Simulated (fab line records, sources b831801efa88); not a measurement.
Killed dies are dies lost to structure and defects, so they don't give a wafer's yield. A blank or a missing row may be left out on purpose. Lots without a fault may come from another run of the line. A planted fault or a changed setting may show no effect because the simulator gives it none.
fab line records | flow sky130
record lots=6 wafers=18 last_day=50
route steps=708 shown CONTACT@415 METAL1@434 PAD_OPEN@708
lots that met no fault: from a run of the same line without faults
start_h: hours from the record's first day to the start of the lot's first wafer shown | wait_h: hours since the lot's step before | " the same as in the row above | L1.1+2: a row that stands for several wafers | - no value, or no start given | * or withheld: withheld | < > ~ a bound
route shown NAME@n: a module of which the file shows steps, and the number in the route of the first | usual: mean/standard deviation of fault-free wafers | same: alike in all rows | chamber/n: place in a boat | sites: the reading at each site | _std_site: their standard deviation | _edge_site: outer sites' mean less inner sites' | radius_mm: how far each site lies from the wafer's centre | mask NAME#n: copy n | behind: the tool/chamber that last shaped the wafer | hold: why the lot was held/for how many hours/how that ended | device: the transistor (n, p or np) that didn't switch | end of line: the same wafers' tests at the end of the route | a step without rows: its recipe alone | killed: dies lost to structure and defects at the first sort, not the wafer's yield | map: a wafer's dies, x killed, . not, _ none there
set.NAME: the setting as run; set.NAME@STEP: as run at that earlier step | model.NAME: the simulator's own value behind a step, which no gauge read
lots at some steps of the route; a table a step, a row a wafer
services: from which hour (start_h, from the record's first day; less than 0 if before it) a tool's chamber was out of use, for how many hours, and why
## steps
# step SKY_CONTACT_COAT_09
# recipe resist=KrF-thick spin_rpm=3000 resist_thk_nm=450
# step SKY_CONTACT_SOFTBAKE_10
# recipe temp_c=100 time_s=90 resist=KrF-thick
# step SKY_CONTACT_EXPOSE_11
# recipe mask_id=CTM1 na=0.8 source_shape=annular sigma_inner=0.55 sigma_outer=0.85 target_cd_nm=170 dose_mj=38
# step SKY_CONTACT_PEB_12
# recipe peb_temp_c=withheld peb_time_s=withheld resist=KrF-thick
# step SKY_CONTACT_DEVELOP_13
# recipe develop_time_s=60 resist=KrF-thick dev_temp_c=21
# step SKY_CONTACT_CD_MEAS_14
# recipe target_cd_nm=170
# usual cd_nm=169.9/1.6
# columns lot.wafer tool chamber start_h wait_h cd_nm
L689.1 cd_sem-01 - 799.37 - 170.6
L689.2 " - " " 169.4
L689.5 " - " " 170.2
L690.2 cd_sem-02 - 819.43 - 169.9
L690.3 " - " " 169.8
L690.6 " - " " 168.8
L699.1 cd_sem-02 - 878.24 - 169.6
L699.3 " - " " 170.0
L699.4 " - " " 170.8
L700.1 cd_sem-01 - 879.49 - 168.8
L700.2 " - " " 169.0
L700.3 " - " " 168.7
L703.3 cd_sem-01 - 891.40 - 170.0
L703.4 " - " " 169.7
L703.6 " - " " 167.9
L702.1 cd_sem-02 - 892.34 - 173.0
L702.2 " - " " 172.4
L702.6 " - " " 173.9
# step SKY_CONTACT_OVL_MEAS_15
# usual CONTACT_OVL=-3/4.4
# columns lot.wafer tool chamber start_h wait_h CONTACT_OVL[nm]
L689.1 overlay-01 - 799.49 0.1 -2
L689.2 " - " " -3
L689.5 " - " " -4
L690.2 overlay-01 - 819.54 0.1 -3
L690.3 " - " " -11
L690.6 " - " " -1
L699.1 overlay-01 - 878.36 0.1 -2
L699.3 " - " " -3
L699.4 " - " " 1
L700.1 overlay-02 - 879.61 0.1 6
L700.2 " - " " -4
L700.3 " - " " -2
L703.3 overlay-01 - 891.49 0.1 -14
L703.4 " - " " -3
L703.6 " - " " 6
L702.1 overlay-01 - 892.46 0.1 0
L702.2 " - " " 5
L702.6 " - " " -1
# step SKY_CONTACT_ETCH_16
# recipe chemistry=N2/H2 target=BARC ion_energy_ev=200 source_w=500 bias_w=100 pressure_mtorr=30 n2_flow_sccm=100 h2_flow_sccm=200 stop_on=SiO2 time_s=45.9 target_depth_a=600
# step SKY_CONTACT_ETCH_17
# recipe target=SiO2 chemistry=C4F8/O2/Ar stop_on=Si3N4 mask_material=KrF-thick source_w=1500 bias_w=1200 pressure_mtorr=40 c4f8_flow_sccm=withheld O2_flow_sccm=6 Ar_flow_sccm=300 time_s=withheld target_depth_a=3400
# step SKY_CONTACT_ETCH_18
# recipe target=Si3N4 chemistry=CHF3/O2 stop_on=TiN source_w=600 bias_w=200 pressure_mtorr=40 chf3_flow_sccm=50 O2_flow_sccm=5 time_s=39 target_depth_a=750
# step SKY_CONTACT_STRIP_19
# recipe chemistry=O2/N2 power_w=1400 pressure_mtorr=1500 platen_temp_c=withheld o2_flow_sccm=3000 n2_flow_sccm=300 overash_fraction=0.5
# usual drypump_motor_current_A=5.4/0.32 oes_product_au=0.381/0.0049 strip_time_to_endpoint_s=3.62/0.034
# columns lot.wafer tool chamber start_h wait_h drypump_motor_current_A oes_product_au rf_hours_counter_h strip_time_to_endpoint_s
L689.1 plasma_asher-02 0 799.65 - 5.7 0.380 43 3.58
L689.2 " 1 " " 5.4 0.387 43 3.61
L689.5 " 0 " " 5.7 0.372 - 3.58
L690.2 plasma_asher-03 0 819.70 - 5.0 0.374 99 3.63
L690.3 " 1 " " 5.4 0.390 - 3.66
L690.6 " 0 " " 5.0 0.386 - 3.64
L699.1 plasma_asher-02 1 878.52 - 5.4 0.381 51 3.65
L699.3 " 0 " " 5.7 0.372 - 3.61
L699.4 " 1 " " 5.4 0.377 - 3.62
L700.1 plasma_asher-03 1 879.77 - 5.4 0.383 105 3.66
L700.2 " 0 " " 5.0 0.382 105 3.61
L700.3 " 1 " " 5.4 0.388 - 3.60
L703.3 plasma_asher-03 1 891.68 - 5.4 0.384 - 3.59
L703.4 " 0 " " 5.0 0.375 - 3.63
L703.6 " 1 " " 5.4 0.384 - 3.61
L702.1 plasma_asher-03 0 892.62 - 5.0 0.382 106 3.62
L702.2 " 1 " " 5.4 0.382 106 3.59
L702.6 " 0 " " 5.0 0.386 - 3.61
# step SKY_CONTACT_STRIP_20
# recipe chemistry=post_etch_residue_remover time_s=1200 temp_c=72.5
# step SKY_CONTACT_CLEAN_21
# recipe chemistry=IPA time_s=180 temp_c=25
# columns lot.wafer tool chamber start_h wait_h
L689.1+2+5 wet_bench-01 1 800.10 0.0
L690.2+3+6 wet_bench-01 2 820.14 0.0
L699.1+3+4 wet_bench-01 3 879.00 0.0
L700.1+2+3 wet_bench-02 2 880.25 0.0
L703.3+4+6 wet_bench-02 1 892.09 0.0
L702.1+2+6 wet_bench-02 1 893.07 0.0
# step SKY_CONTACT_CLEAN_22
# recipe chemistry=O3/DIW dry=n2_spin
# step SKY_CONTACT_SPUTTER_23
# recipe material=TiN target_thk_nm=20 chamber_pressure_pa=5 power_w=4000 time_s=80
# usual throttle_valve_pct=29.6/0.87
# columns lot.wafer tool chamber start_h wait_h throttle_valve_pct
L689.1 pvd_sputter-04 - 800.26 0.0 29.7
L689.2 " - " " 31.0
L689.5 " - " " 31.2
L690.2 pvd_sputter-04 - 820.29 0.0 30.4
L690.3 " - " " 31.2
L690.6 " - " " 30.9
L699.1 pvd_sputter-04 - 879.16 0.0 29.3
L699.3 " - " " 30.0
L699.4 " - " " 31.3
L700.1 pvd_sputter-03 - 880.41 0.0 29.4
L700.2 " - " " 28.9
L700.3 " - " " 30.4
L703.3 pvd_sputter-03 - 892.25 0.0 28.5
L703.4 " - " " 30.0
L703.6 " - " " 28.6
L702.1 pvd_sputter-03 - 893.22 0.0 29.4
L702.2 " - " " 29.9
L702.6 " - " " 30.0
# step SKY_CONTACT_CVD_24
# recipe material=W target_thk_nm=340 time_s=102.12 temp_c=400 pressure_torr=40
# step SKY_CONTACT_RS_MEAS_25
# recipe thk_meas_gauge=four-point-probe reads=W_of_CONTACT_CVD_24+TiN_of_CONTACT_SPUTTER_23
# usual CONTACT_W_RS=0.338/0.0031
# columns lot.wafer tool chamber start_h wait_h CONTACT_W_RS[ohm/sq]
L689.1 film_metro-01 - 800.43 0.1 0.341
L689.2 " - " " 0.341
L689.5 " - " " 0.342
L690.2 film_metro-02 - 820.48 0.1 0.333
L690.3 " - " " 0.340
L690.6 " - " " 0.332
L699.1 film_metro-02 - 879.33 0.1 0.343
L699.3 " - " " 0.341
L699.4 " - " " 0.338
L700.1 film_metro-02 - 880.58 0.1 0.339
L700.2 " - " " 0.337
L700.3 " - " " 0.341
L703.3 film_metro-01 - 892.46 0.1 0.336
L703.4 " - " " 0.343
L703.6 " - " " 0.342
L702.1 film_metro-02 - 893.39 0.1 0.334
L702.2 " - " " 0.339
L702.6 " - " " 0.339
# step SKY_CONTACT_THK_MEAS_26
# recipe thk_meas_gauge=xrf reads=W_of_CONTACT_CVD_24
# usual CONTACT_W_THK=340/4.5
# columns lot.wafer tool chamber start_h wait_h CONTACT_W_THK[nm]
L689.1 film_metro-01 - 800.55 0.1 341
L689.2 " - " " 341
L689.5 " - " " 338
L690.2 film_metro-02 - 820.59 0.1 340
L690.3 " - " " 336
L690.6 " - " " 343
L699.1 film_metro-02 - 879.45 0.1 334
L699.3 " - " " 336
L699.4 " - " " 340
L700.1 film_metro-02 - 880.70 0.1 337
L700.2 " - " " 338
L700.3 " - " " 333
L703.3 film_metro-01 - 892.56 0.1 348
L703.4 " - " " 342
L703.6 " - " " 344
L702.1 film_metro-02 - 893.51 0.1 342
L702.2 " - " " 339
L702.6 " - " " 340
# step SKY_CONTACT_CMP_27
# recipe stop_on=SiO2 t_overpolish_s=15 down_force_psi=3.5 platen_rpm=60 target_thk_nm=0 pad_velocity_m_s=0.94248
# step SKY_METAL1_SPUTTER_00
# recipe material=Ti target_thk_nm=15 power_w=3000 time_s=10 chamber_pressure_pa=0.4
# usual throttle_valve_pct=29.6/1.1
# columns lot.wafer tool chamber start_h wait_h throttle_valve_pct
L689.1 pvd_sputter-01 - 800.91 0.1 29.2
L689.2 " - " " 28.6
L689.5 " - " " 29.3
L690.2 pvd_sputter-01 - 821.03 0.1 29.3
L690.3 " - " " 27.8
L690.6 " - " " 28.3
L699.1 pvd_sputter-02 - 880.00 0.1 31.5
L699.3 " - " " 32.0
L699.4 " - " " 29.8
L700.1 pvd_sputter-03 - 881.06 0.1 30.5
L700.2 " - " " 30.0
L700.3 " - " " 29.3
L703.3 pvd_sputter-01 - 892.90 0.2 28.6
L703.4 " - " " 28.0
L703.6 " - " " 27.9
L702.1 pvd_sputter-02 - 893.87 0.1 31.9
L702.2 " - " " 29.9
L702.6 " - " " 29.0
# step SKY_METAL1_SPUTTER_01
# recipe material=TiN target_thk_nm=20 power_w=6500 time_s=16.7 chamber_pressure_pa=0.4
# step SKY_METAL1_SPUTTER_02
# recipe material=AlCu target_thk_nm=250 power_w=10600 time_s=13.3 chamber_pressure_pa=0.4
# step SKY_METAL1_SPUTTER_03
# recipe material=Ti target_thk_nm=5 power_w=3000 time_s=3.3 chamber_pressure_pa=0.4
# usual throttle_valve_pct=29.6/1
# columns lot.wafer tool chamber start_h wait_h throttle_valve_pct
L689.1 pvd_sputter-01 - 800.98 0.0 29.4
L689.2 " - " " 28.8
L689.5 " - " " 29.4
L690.2 pvd_sputter-01 - 821.10 0.0 29.4
L690.3 " - " " 28.3
L690.6 " - " " 28.0
L699.1 pvd_sputter-02 - 880.07 0.0 31.1
L699.3 " - " " 31.9
L699.4 " - " " 29.5
L700.1 pvd_sputter-03 - 881.13 0.0 30.5
L700.2 " - " " 30.3
L700.3 " - " " 29.3
L703.3 pvd_sputter-01 - 892.97 0.0 28.5
L703.4 " - " " 28.0
L703.6 " - " " 28.1
L702.1 pvd_sputter-02 - 893.94 0.0 32.0
L702.2 " - " " 29.6
L702.6 " - " " 28.9
# step SKY_METAL1_SPUTTER_04
# recipe material=TiN target_thk_nm=70 power_w=6500 time_s=58.3 chamber_pressure_pa=0.4
# step SKY_METAL1_RS_MEAS_05
# recipe thk_meas_gauge=four-point-probe reads=TiN_of_METAL1_SPUTTER_04+Ti_of_METAL1_SPUTTER_03+AlCu_of_METAL1_SPUTTER_02+TiN_of_METAL1_SPUTTER_01+Ti_of_METAL1_SPUTTER_00
# usual METAL1_ALCU_RS=0.1272/0.0018
# columns lot.wafer tool chamber start_h wait_h METAL1_ALCU_RS[ohm/sq]
L689.1 film_metro-01 - 801.05 0.0 0.1304
L689.2 " - " " 0.1319
L689.5 " - " " 0.1322
L690.2 film_metro-04 - 821.19 0.0 0.1279
L690.3 " - " " 0.1283
L690.6 " - " " 0.1278
L699.1 film_metro-01 - 880.14 0.0 0.1293
L699.3 " - " " 0.1281
L699.4 " - " " 0.1278
L700.1 film_metro-02 - 881.20 0.0 0.1263
L700.2 " - " " 0.1282
L700.3 " - " " 0.1283
L703.3 film_metro-01 - 893.08 0.1 0.1284
L703.4 " - " " 0.1281
L703.6 " - " " 0.1270
L702.1 film_metro-04 - 894.01 0.0 0.1283
L702.2 " - " " 0.1279
L702.6 " - " " 0.1275
# step SKY_METAL1_THK_MEAS_06
# recipe thk_meas_gauge=xrf reads=AlCu_of_METAL1_SPUTTER_02
# usual METAL1_ALCU_THK=248/3.9
# columns lot.wafer tool chamber start_h wait_h METAL1_ALCU_THK[nm]
L689.1 film_metro-01 - 801.17 0.1 241
L689.2 " - " " 240
L689.5 " - " " 238
L690.2 film_metro-04 - 821.30 0.1 250
L690.3 " - " " 248
L690.6 " - " " 249
L699.1 film_metro-01 - 880.26 0.1 244
L699.3 " - " " 246
L699.4 " - " " 245
L700.1 film_metro-02 - 881.32 0.1 249
L700.2 " - " " 247
L700.3 " - " " 247
L703.3 film_metro-01 - 893.18 0.1 245
L703.4 " - " " 245
L703.6 " - " " 248
L702.1 film_metro-04 - 894.13 0.1 246
L702.2 " - " " 248
L702.6 " - " " 248
# step SKY_METAL1_DEHYDRATE_07
# recipe temp_c=200 time_s=60
# step SKY_METAL1_HMDS_08
# recipe prime_time_s=60 prime_temp_c=120
# step SKY_METAL1_COAT_09
# recipe resist=BARC temp_c=withheld time_s=withheld spin_rpm=3000 resist_thk_nm=60
# step SKY_METAL1_COAT_10
# recipe resist=KrF-thick spin_rpm=3000 resist_thk_nm=450
# step SKY_METAL1_SOFTBAKE_11
# recipe temp_c=100 time_s=90 resist=KrF-thick
# step SKY_METAL1_EXPOSE_12
# recipe mask_id=MM1 na=0.8 source_shape=annular sigma_inner=0.55 sigma_outer=0.85 target_cd_nm=140 dose_mj=28
# step SKY_METAL1_PEB_13
# recipe peb_temp_c=withheld peb_time_s=withheld resist=KrF-thick
# step SKY_METAL1_DEVELOP_14
# recipe develop_time_s=60 resist=KrF-thick dev_temp_c=21
# step SKY_METAL1_CD_MEAS_15
# recipe target_cd_nm=140
# usual cd_nm=139.9/1.8
# columns lot.wafer tool chamber start_h wait_h cd_nm
L689.1 cd_sem-02 - 826.47 - 137.2
L689.2 " - " " 137.2
L689.5 " - " " 138.2
L690.2 cd_sem-02 - 846.89 - 141.9
L690.3 " - " " 143.1
L690.6 " - " " 141.4
L699.1 cd_sem-01 - 905.45 - 142.2
L699.3 " - " " 141.7
L699.4 " - " " 141.7
L700.1 cd_sem-02 - 906.59 - 141.5
L700.2 " - " " 141.3
L700.3 " - " " 139.4
L703.3 cd_sem-01 - 918.48 - 138.3
L703.4 " - " " 139.2
L703.6 " - " " 140.1
L702.1 cd_sem-02 - 919.20 - 136.7
L702.2 " - " " 139.1
L702.6 " - " " 138.5
# step SKY_METAL1_OVL_MEAS_16
# usual METAL1_OVL=-1/5.2
# columns lot.wafer tool chamber start_h wait_h METAL1_OVL[nm]
L689.1 overlay-01 - 826.59 0.1 4
L689.2 " - " " 4
L689.5 " - " " 10
L690.2 overlay-02 - 846.99 0.1 -8
L690.3 " - " " 0
L690.6 " - " " -9
L699.1 overlay-02 - 905.57 0.1 -2
L699.3 " - " " 7
L699.4 " - " " -6
L700.1 overlay-02 - 906.71 0.1 -2
L700.2 " - " " -3
L700.3 " - " " 2
L703.3 overlay-01 - 918.57 0.1 9
L703.4 " - " " 3
L703.6 " - " " 10
L702.1 overlay-02 - 919.32 0.1 -12
L702.2 " - " " -10
L702.6 " - " " -7
# step SKY_METAL1_DESCUM_17
# recipe chemistry=O2 source_power_w=150 bias_power_w=0 pressure_mtorr=10 temp_c=40 time_s=8
# usual drypump_motor_current_A=5.82/0.25 oes_product_au=1.000/0.011
# same bias_power_w=0
# columns lot.wafer tool chamber start_h wait_h drypump_motor_current_A oes_product_au rf_hours_counter_h
L689.1 rie_metal-03 0 826.62 0.0 5.76 0.990 11
L689.2 " 0 " " 5.75 0.992 -
L689.5 " 0 " " 5.75 0.990 -
L690.2 rie_metal-03 0 847.03 0.0 5.78 1.005 -
L690.3 " 0 " " 5.77 0.993 -
L690.6 " 0 " " 5.76 0.992 -
L699.1 rie_metal-04 1 905.60 0.0 5.33 0.981 17
L699.3 " 0 " " 6.18 1.012 -
L699.4 " 1 " " 5.33 0.975 -
L700.1 rie_metal-01 0 906.74 0.0 6.03 0.996 10
L700.2 " 0 " " 6.02 1.014 -
L700.3 " 0 " " 6.02 1.007 -
L703.3 rie_metal-03 1 918.61 0.0 5.70 0.999 -
L703.4 " 1 " " 5.69 0.998 -
L703.6 " 1 " " 5.70 0.992 -
L702.1 rie_metal-01 0 919.35 0.0 6.01 1.003 13
L702.2 " 0 " " 6.01 1.005 -
L702.6 " 0 " " 6.00 1.008 -
# step SKY_METAL1_ETCH_18
# recipe chemistry=N2/H2 target=BARC ion_energy_ev=200 bias_w=100 pressure_mtorr=30 n2_flow_sccm=100 h2_flow_sccm=200 icp_w=500 stop_on=SiO2 time_s=45.9 target_depth_a=600
# step SKY_METAL1_METAL_ETCH_19
# recipe target_depth_a=3600 stop_on=SiO2 over_etch_frac=0.3 time_s=78 chemistry=Cl2/BCl3 resist_sidewall_deg=88 pressure_mtorr=10 icp_w=900 bias_w=48.5 Cl2_flow_sccm=60 bcl3_flow_sccm=30
# step SKY_METAL1_STRIP_20
# recipe chemistry=O2/N2 power_w=1400 pressure_mtorr=1500 platen_temp_c=withheld o2_flow_sccm=3000 n2_flow_sccm=300 overash_fraction=0.5
# step SKY_METAL1_STRIP_21
# recipe chemistry=post_etch_residue_remover time_s=1200 temp_c=72.5
# step SKY_METAL1_CLEAN_22
# recipe chemistry=IPA time_s=180 temp_c=25
# step SKY_PAD_OPEN_PROBE_99
# usual killed_at_M0_to_M3=44/6.4 killed_at_M4_up=3.6/2.1 killed_at_contacts=23/5.1 killed_at_front_end=15/4.3 killed_at_other=0.3/0.56 killed_dies=86/9 killed_on_rim=17/3.3 killed_open=47/6.4 killed_short=39/5.8
# same gross_dies=492 killed_at_back_side=0
# columns lot.wafer tool chamber start_h wait_h killed_at_M0_to_M3 killed_at_M4_up killed_at_contacts killed_at_front_end killed_at_other killed_dies killed_on_rim killed_open killed_short
L689.1 prober-01 - 1119.33 0.1 44 3 66 13 1 127 30 45 32
L689.2 prober-01 - 1119.38 0.1 37 3 73 8 0 121 25 47 32
L689.5 prober-01 - 1119.53 0.2 36 2 67 13 0 118 29 41 36
L690.2 prober-02 - 1129.92 0.1 30 2 76 18 0 126 21 36 33
L690.3 prober-02 - 1129.97 0.2 36 0 78 13 1 128 30 40 33
L690.6 prober-02 - 1130.12 0.2 41 2 79 23 0 145 25 49 40
L700.1 prober-02 - 1175.93 0.1 57 6 13 15 0 91 13 44 47
L700.2 prober-02 - 1175.98 0.1 42 1 21 18 0 82 19 44 38
L700.3 prober-02 - 1176.03 0.2 46 3 15 5 0 69 13 36 33
# killed by level:class
L689.1 CONTACT:unspecified=50 VIA1:geometric_particle:open=12 METAL1:geometric_particle:short=6 VIA2:geometric_particle:open=6 LI_CONTACT:geometric_particle:open=5 LI_CONTACT:geometric_particle:short=4 VIA3:geometric_particle:open=4 VIA2:geometric_particle:short=4
L689.2 CONTACT:unspecified=42 CONTACT:geometric_particle:open=12 VIA1:geometric_particle:open=11 LI_CONTACT:geometric_particle:open=8 VIA2:geometric_particle:open=6 METAL2:geometric_particle:short=5 LOCAL_INTERCONNECT:geometric_particle:short=4 VIA3:geometric_particle:open=4
L689.5 CONTACT:unspecified=41 VIA1:geometric_particle:open=14 CONTACT:geometric_particle:open=10 LOCAL_INTERCONNECT:geometric_particle:short=7 LI_CONTACT:geometric_particle:open=5 VIA2:geometric_particle:short=5 FIELD_ISO:geometric_particle:open=4 POLY_GATE:geometric_particle:short=4
L690.2 CONTACT:unspecified=57 VIA1:geometric_particle:open=10 CONTACT:geometric_particle:open=7 POLY_GATE:geometric_particle:open=6 VIA3:geometric_particle:open=5 POLY_GATE:geometric_particle:short=5 METAL1:geometric_particle:short=5 LI_CONTACT:geometric_particle:open=5
L690.3 CONTACT:unspecified=55 CONTACT:geometric_particle:open=8 VIA1:geometric_particle:open=7 LI_CONTACT:geometric_particle:open=6 VIA3:geometric_particle:open=6 CONTACT:geometric_particle:short=5 METAL1:geometric_particle:short=5 VIA1:geometric_particle:short=4
L690.6 CONTACT:unspecified=56 VIA1:geometric_particle:open=13 CONTACT:geometric_particle:open=8 FIELD_ISO:geometric_particle:short=7 POLY_GATE:geometric_particle:short=6 LI_CONTACT:geometric_particle:open=6 CONTACT:geometric_particle:short=6 VIA3:geometric_particle:open=5
L700.1 VIA1:geometric_particle:open=17 VIA1:geometric_particle:short=10 CONTACT:geometric_particle:open=7 METAL2:geometric_particle:short=7 VIA3:geometric_particle:open=6 METAL4:geometric_particle:short=6 FIELD_ISO:geometric_particle:open=4 POLY_GATE:geometric_particle:short=4
L700.2 METAL1:geometric_particle:short=10 CONTACT:geometric_particle:open=10 VIA1:geometric_particle:open=8 POLY_GATE:geometric_particle:short=5 VIA1:geometric_particle:short=5 POLY_GATE:geometric_particle:open=4 LI_CONTACT:geometric_particle:open=4 CONTACT:geometric_particle:short=4
L700.3 VIA1:geometric_particle:open=13 METAL1:geometric_particle:short=7 METAL2:geometric_particle:short=6 CONTACT:geometric_particle:open=6 VIA2:geometric_particle:open=6 LI_CONTACT:geometric_particle:open=5 VIA1:geometric_particle:short=4 VIA2:geometric_particle:short=4
# map L689.1 (x killed, . not)
__________...xx..x.._________
________....xx.......x_______
______x.......x...x....x_____
_____x..x...x.xx......x.x____
____..x..xxx.........x.xxx___
___....xx............xxxxxx__
__.........x....x..x..xxxxxx_
_..x..............x..xxxxxxxx
_x..x...x........x..xxxxxxxxx
_............x.......xxxxxxxx
_..x..x...x...x.......xxxxxxx
_.....xx...x.......x...xxxxx.
_xx..x..........x....x......x
_......x............x........
_...x..x.......x............x
__............x...........x._
___....x.x...x....x....x...__
____.xx......xx...........___
_____.x....x........x....____
______....x.x....x......_____
________............x._______
__________x....x...x_________
# map L690.6 (x killed, . not)
__________x........._________
________.....x.....x.x_______
______..x.x...........x._____
_____.x..x.....x...xx..x.____
____x......x...x.x..x..x..___
___......x.x........x......__
__.xxx.......x.x.x...x.x.xx._
_x....xx....x............x...
_...x....x.x...x.......x.....
_..........x...x..x..........
_x.....xx..x....x.x.......x..
_..xx................x....x..
_xx.......xx....x.x.xx...xx..
_..........x.xx..xxxxxxxxxxx.
_.x.x...........xxxxxxxx.....
__....x........x.xxxxxxxxx.._
___...x..x.x.....xxxxxxxxx.__
____x....x...x..xxxxxxxx.x___
_____..........x..xxxxxxx____
______.x.........xxxxxxx_____
________........x.x.x._______
__________..x......._________
## services
# columns tool chamber start_h hours kind
rie_metal-03 1 779.25 5.1 repair
plasma_asher-02 - 811.07 3.2 repair
rie_metal-03 1 825.27 60.9 repair
pvd_sputter-02 - 831.94 8.7 repair
pvd_sputter-01 3 838.05 - consumable_replace:kit
pvd_sputter-01 3 838.05 18.0 scheduled_down
pvd_sputter-01 3 838.05 18.0 vent_cycle
pvd_sputter-02 2 856.35 - consumable_replace:kit
pvd_sputter-02 2 856.35 18.0 scheduled_down
pvd_sputter-02 2 856.35 18.0 vent_cycle
rie_metal-01 1 857.00 50.2 repair
rie_metal-01 0 881.27 10.1 repair
pvd_sputter-03 1 882.75 - consumable_replace:kit
pvd_sputter-03 1 882.75 18.0 scheduled_down
pvd_sputter-03 1 882.75 18.0 vent_cycle
rie_metal-03 1 886.21 - clean
rie_metal-03 1 886.21 20.6 scheduled_down
rie_metal-03 1 886.21 20.6 vent_cycle
rie_metal-01 - 889.70 2.7 repair
wet_bench-01 - 900.35 1.9 pm
rie_metal-03 0 907.68 - clean
rie_metal-03 0 907.68 20.2 scheduled_down
rie_metal-03 0 907.68 20.2 vent_cycle
pvd_sputter-04 - 917.42 2.3 repair
## key
first_sign step=SKY_PAD_OPEN_PROBE_99 reading=killed_at_contacts direction=up sigmas=9.8 usual=23 struck=73
effect step=SKY_PAD_OPEN_PROBE_99 reading=killed_dies direction=up sigmas=4.6 usual=86 struck=128
met_at SKY_CONTACT_CLEAN_21
struck_wafers L689.1,L689.2,L689.5,L690.2,L690.3,L690.6
tester_left_out L689,L690
fault kind=chamber_particle_source tool=wet_bench-01 chamber=- onset_h=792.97 steps=SKY_CONTACT_CLEAN_21 rate_per_visit_cm2=0.89932 end_h=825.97
# tester_left_out: of these lots the tester's yield and bins aren't shown, on N5 and GAA mostly nor the transistor test; their killed dies are dies lost to structure and defects alone, not to doping, threshold or leakage, so they don't give the yield
